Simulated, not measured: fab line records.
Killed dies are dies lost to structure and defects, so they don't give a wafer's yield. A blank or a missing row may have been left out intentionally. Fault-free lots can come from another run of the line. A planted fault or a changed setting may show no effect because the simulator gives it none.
8D (eight disciplines) problem report, filled in by code -- flow gf180mcu -- the parts of the form that need people (team, actions taken, sign-off) are left out

## 1. WHAT IS WRONG
Mean of run_length_s at GF_POLY_GATE_SOFTBAKE_06: 91.56 s across 3 wafers in 2 lots; on wafers with no fault it is 89.14 s (standard deviation 0.14). Relative to the usual mean, that is a shift of +17 standard deviations.
The step: time 60 s.
The first sign was on wafer L865.3 at day 12 17:00, on litho_track-03. The record has a number at this step for 41 wafers belonging to 14 lots. By rule, "out" or "out of limits" means more than 4 standard deviations away from the usual mean. All remaining wafers that have a number are taken as sound.

## 2. WHAT THIS IS AND IS NOT
question,is,is not
which readings at this step,run_length_s,-
which lots,"L865, L870","L852, L853, L854, L856, L857, L858, L859, L860, L861, L862, L863, L873"
which wafers of those lots,"L865.3, L870.3, L870.4","L865.1, L865.5"
read on which tools,litho_track-03,"litho_track-01, litho_track-04"
when,from day 12 17:00,up to then (35 sound wafers); but 3 sound wafers of L873 came after

## 3. THE SUSPECTS, EACH WITH WHAT RULES IT OUT
Counting: a tool at a process step up to the reading stays a suspect if it ran every lot that is out. Sound lots after the first of them don't rule it out here, since some wafers of a struck lot are sound.
- litho_track-03 at GF_POLY_GATE_SOFTBAKE_06 (time 60 s): kept. It processed each lot that is out (first: L865, day 12 17:00); up to then, its last sound lot is L863 (day 12 07:00). Its own run_length_s readings are out on those wafers.
After counting, what remains is litho_track-03 at GF_POLY_GATE_SOFTBAKE_06.

## 4. THE CAUSE (what the simulator had put in)
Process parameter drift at GF_POLY_GATE_SOFTBAKE_06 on litho_track-03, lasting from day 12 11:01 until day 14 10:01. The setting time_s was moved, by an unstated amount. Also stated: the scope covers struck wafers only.
Only this tool survived the counting.

## 5. THE CHAIN OF EFFECTS, in route order
Each row: a reading whose mean over the struck wafers that have a number lies more than 3 standard deviations from the usual. Scope: only readings with a usual standard deviation given in the record; hours: median across lots of the time from each lot's start at the first step in this table that gives one to its start at this step; sigmas: change in usual standard deviations.
hours,step,reading,usual,on struck wafers,change,sigmas
0,GF_POLY_GATE_SOFTBAKE_06,run_length_s,89.14 s,91.56,+2.42,+17
Here are the process steps it includes:
- GF_POLY_GATE_SOFTBAKE_06: time 60 s.
Later measuring or inspecting steps at which every struck wafer that the step has a row for has a number for every such reading, and none has moved that far: GF_V2_BOW_MEAS_05.

## 6. WHAT WOULD HAVE CAUGHT IT SOONER
6 hours passed between the start of the fault at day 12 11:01 and the first reading out of limits in this record, taken at day 12 17:00.
